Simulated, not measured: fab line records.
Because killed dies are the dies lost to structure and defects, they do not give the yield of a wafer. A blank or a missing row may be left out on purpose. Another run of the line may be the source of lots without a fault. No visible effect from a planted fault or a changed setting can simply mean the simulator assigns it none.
Chamber matching | flow gf180mcu | GF_V1_CMP_04 on cmp-01: 4 sister chambers
The step polishes SiO2. 8 wafers are shown with their chamber, then 12 later ones without.

EACH WAFER AND ITS CHAMBER
wafer  | chamber | motor current A (A) | time to endpoint s (s)
L085.1 | 1       | 11.6                | 80
L085.3 | 3       | 10.8                | 74
L085.6 | 1       | 11.9                | 79
L085.4 | 0       | 11.6                | 78
L085.5 | 2       | 12.7                | 80
L086.1 | 3       | 10.5                | 81
L086.4 | 0       | 11.5                | 83
L086.6 | 2       | 13.1                | 80

WAFERS WITH NO CHAMBER GIVEN
wafer  | motor current A (A) | time to endpoint s (s)
L088.2 | 11.3                | 83
L088.4 | 12.4                | 83
L088.5 | 11.7                | 83
L090.1 | 11.6                | 73
L090.2 | 10.2                | 73
L090.4 | 12.4                | 75
L090.3 | 11.2                | 76
L090.5 | 12.4                | 78
L090.6 | 11.8                | 78
L096.1 | 13.2                | 86
L096.2 | 10.5                | 83
L096.3 | 12.2                | 88

THE CHAMBER EACH PASSED THROUGH
wafer  | from the rows above          | in truth
L088.2 | can't be placed: 0 or 1      | 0
L088.4 | can't be placed: 2 or 1 or 0 | 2
L088.5 | can't be placed: 0 or 1      | 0
L090.1 | can't be placed: 1 or 0      | 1
L090.2 | 3                            | 3
L090.4 | can't be placed: 2 or 1 or 0 | 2
L090.3 | can't be placed: 0 or 3 or 1 | 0
L090.5 | can't be placed: 2 or 1 or 0 | 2
L090.6 | can't be placed: 1 or 0      | 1
L096.1 | 2                            | 2
L096.2 | 3                            | 3
L096.3 | can't be placed: 1 or 0 or 2 | 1
3 of 12 placed correctly. These rows do not allow placing 9 (true chamber among the candidates in 9). Number placed wrongly: 0.
How it was worked out, from the rows above alone: a wafer's distance from a chamber is the root of the sum, over the readings, of the square of ((its reading less the chamber's mean) divided by the reading's scatter). If the next closest chamber is less than 2 further off than the closest, the wafer can't be placed; otherwise it belongs to the closest. For every chamber, the mean is computed from those of its wafers that are shown. The scatter is the square root of a quotient: the sum, over the shown wafers, of each reading's squared deviation from its chamber's mean, divided by wafers minus chambers.
